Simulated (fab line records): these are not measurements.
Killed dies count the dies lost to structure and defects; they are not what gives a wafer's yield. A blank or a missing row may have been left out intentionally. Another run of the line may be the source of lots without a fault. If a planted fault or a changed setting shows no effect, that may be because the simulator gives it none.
A struck lot beside a sound one :: flow sky130 :: 17 out of 708 route steps
Sound: wafers L967.1, L967.2, L967.5. Struck: wafer L954.6 (left out: L954.1, L954.5 of the same lot, which were not struck); the cause appears at the end.
Order at every step that has rows: each side's tool, ch and its chambers, its first start. Under that, the readings that differ: sound wafers :: struck wafers :: difference of the means :: sigmas: that difference in standard deviations of wafers without a fault.
alike: words and numbers the same on both sides, and readings whose means are apart by under 2 such deviations; not compared: readings that were withheld, readings missing a value for some wafer, numbers with overlapping values and no deviation given by the record, and bounds like >300 which may hide the same value.
Wherever a step has rows on one side only, a row that says differs or no value, or a row with sigmas, the two part there. When numbers do not overlap yet have no deviation, they are printed without sigmas and do not part them. A reading missing from all wafers of one side parts the sides only when that side holds two or more wafers.

first, 3 steps without rows for these wafers: SKY_VIA3_EXPOSE_09 (exposes mask VIM3, target cd 200 nm); SKY_VIA3_PEB_10; SKY_VIA3_DEVELOP_11 (develop time 60 s).
SKY_VIA3_CD_MEAS_12 targets a cd of 200 nm.
  struck on cd_sem-02, day 40 19:56; sound on cd_sem-02, day 44 12:38
  alike: cd_nm
SKY_VIA3_OVL_MEAS_13:
  struck on overlay-01, day 40 20:04; sound on overlay-01, day 44 12:46
  alike: VIA3_OVL
SKY_VIA3_ETCH_14: etches BARC in N2/H2, stops on SiO2, time 45.9 s, target depth 60 nm.
  sound on rie_diel-04 ch 1,3, day 44 12:47; struck on rie_diel-03 ch 2, day 40 20:06
  alike: drypump_motor_current_A, n2_flow_sccm, oes_product_au, throttle_valve_pct
  not compared: rf_hours_counter_h
SKY_VIA3_ETCH_15: etches SiO2 in C4F8/O2/Ar, stops on TiN, target depth 507 nm, time 78 s.
  sound on rie_diel-04 ch 1,3, day 44 12:50; struck on rie_diel-03 ch 2, day 40 20:08
  alike: oes_product_au
  not compared: rf_hours_counter_h
SKY_VIA3_STRIP_16: strips in O2/N2.
  sound on plasma_asher-01 ch 0,1, day 44 12:54; struck on plasma_asher-01 ch 0, day 40 20:12
  alike: drypump_motor_current_A, n2_flow_sccm, oes_product_au, strip_time_to_endpoint_s
  not compared: rf_hours_counter_h
then, 3 steps without rows for these wafers: SKY_VIA3_STRIP_17 (strips in post etch residue remover, time 1200 s); SKY_VIA3_CLEAN_18 (cleans in IPA, time 180 s); SKY_VIA3_CLEAN_19 (cleans in O3/DIW).
SKY_VIA3_SPUTTER_20: material TiN, target thk 20 nm, time 80 s.
  struck on pvd_sputter-03, day 40 20:47; sound on pvd_sputter-03, day 44 13:29
  alike: throttle_valve_pct
SKY_VIA3_CVD_21: deposits W, target thk 390 nm, time 117.31 s.
  sound on cvd_w-01 ch 0,1, day 44 13:33; struck on cvd_w-02 ch 0, day 40 20:51
reading: model.W_of_VIA3_CVD_21.thk_nm (nm)
sound: 388.5 392 390.9
struck: 655.1
difference: +264.6
sigmas: 
  alike: heater_power_outer_w, heater_power_w
SKY_VIA3_RS_MEAS_22: the measuring method here is four-point-probe.
  struck on film_metro-03, day 40 20:59; sound on film_metro-03, day 44 13:40
reading: VIA3_W_RS (ohm/sq)
sound: 0.2950 0.2917 0.2927
struck: 0.1738
difference: -0.1193
sigmas: -50
SKY_VIA3_THK_MEAS_23: measures by xrf.
  struck on film_metro-03, day 40 21:06; sound on film_metro-03, day 44 13:47
  not compared: VIA3_W_THK
SKY_VIA3_CMP_24: polishes, stops on SiO2, t overpolish 20 s, target thk 0 nm.
  sound on cmp-01 ch 0,1,3, day 44 13:54; struck on cmp-01 ch 2, day 40 21:16
reading: time_to_endpoint_s (s)
sound: 101 104 98
struck: 158
difference: +57
sigmas: +15
  alike: motor_current_A, slurry_flow_ml_min
SKY_METAL4_SPUTTER_00: material Ti, target thk 15 nm, time 10 s.
  struck on pvd_sputter-04, day 40 21:28; sound on pvd_sputter-04, day 44 14:09
  alike: throttle_valve_pct

== WHERE THEY PART ==
Last at SKY_VIA3_CMP_24 as far as this record goes, first at SKY_VIA3_RS_MEAS_22. Later steps at which nothing parts them and some readings are alike: SKY_METAL4_SPUTTER_00.

WHY: what the simulator had put in
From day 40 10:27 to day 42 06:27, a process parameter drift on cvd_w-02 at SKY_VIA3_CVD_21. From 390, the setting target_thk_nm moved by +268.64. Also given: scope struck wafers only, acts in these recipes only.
